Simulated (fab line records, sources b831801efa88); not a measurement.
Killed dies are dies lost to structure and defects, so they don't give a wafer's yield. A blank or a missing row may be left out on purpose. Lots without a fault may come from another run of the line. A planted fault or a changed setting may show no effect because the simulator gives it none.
Problem report in the 8D (eight disciplines) form, filled by code | flow sky130 | the parts of the form that need people (team, actions taken, sign-off) are left out

1. THE PROBLEM
oes_product_au at SKY_PWDE_STRIP_09 reads a mean of 0.969 a.u. on 3 wafers of 1 lot; wafers without a fault read 0.723 a.u. with a standard deviation of 0.0044. That is +56 standard deviations from the usual mean.
The step: strips in O2/N2.
First seen on wafer L722.1, day 5 05:54, on plasma_asher-02. The record holds 39 wafers of 13 lots with a number at this step. Rule for "out", or "out of limits": more than 4 standard deviations from the usual mean. The other wafers with a number count as sound.

2. WHAT IT IS AND WHAT IT IS NOT
question                    | is                     | is not
which readings at this step | oes_product_au         | drypump_motor_current_A
which lots                  | L722                   | L717, L718, L719, L720, L721, L723, L733, L734, L735, L737, L738, L739
which wafers of those lots  | all that have a number | -
read on which tools         | plasma_asher-02        | plasma_asher-01, plasma_asher-03
when                        | from day 5 05:54       | up to then (15 sound wafers); but 21 sound wafers of L723, L733, L734, L735, L737, L738, L739 came after

3. SUSPECTS, AND WHAT RULES EACH OUT
Counting: a tool at a process step up to the reading stays a suspect if it ran every lot that is out and no sound lot after the first of them.
- rie_diel-02 at SKY_FIELD_ISO_ETCH_14 (etches BARC in N2/H2, stops on SiO2, time 45.9 s, target depth 60 nm): ruled out as a lasting fault. Sound lots L723, L738 ran on it after its first lot that is out, L722 (day 3 13:26).
- plasma_asher-02 at SKY_PWDE_STRIP_09 (strips in O2/N2): ruled out as a lasting fault. Sound lots L733, L737, L738 ran on it after its first lot that is out, L722 (day 5 05:54).
Left after counting: nothing in the record.

4. THE CAUSE (what the simulator had put in)
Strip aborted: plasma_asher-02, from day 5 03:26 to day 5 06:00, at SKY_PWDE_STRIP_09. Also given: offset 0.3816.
Counting ruled it out, wrongly.

5. THE CHAIN OF EFFECTS, in route order
Each row: a reading whose mean over the struck wafers that have a number lies more than 3 standard deviations from the usual. Only readings for which the record gives a usual standard deviation are gone through. hours: the time from each lot's start at the first step in this table that gives one to its start at this step, as a median over the lots. sigmas: the change in usual standard deviations.
hours | step               | reading                  | usual      | on struck wafers | change | sigmas
0     | SKY_PWDE_STRIP_09  | oes_product_au           | 0.723 a.u. | 0.969            | +0.246 | +56
17    | SKY_NWELL_STRIP_14 | strip_time_to_endpoint_s | 36.89 s    | 39.45            | +2.56  | +29
The process steps in it:
- SKY_PWDE_STRIP_09: strips in O2/N2.
- SKY_NWELL_STRIP_14: strips in O2/N2.
Readings that are blank on the struck wafers while sound wafers have them: strip_time_to_endpoint_s at SKY_PWDE_STRIP_09.
Later measuring or inspecting steps at which every struck wafer that the step has a row for has a number for every such reading, and none has moved that far: SKY_NWELL_OVL_MEAS_23.

6. WHAT WOULD HAVE CAUGHT IT SOONER
In this record the first reading out of limits was taken at day 5 05:54, 2 hours after the fault began at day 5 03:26.
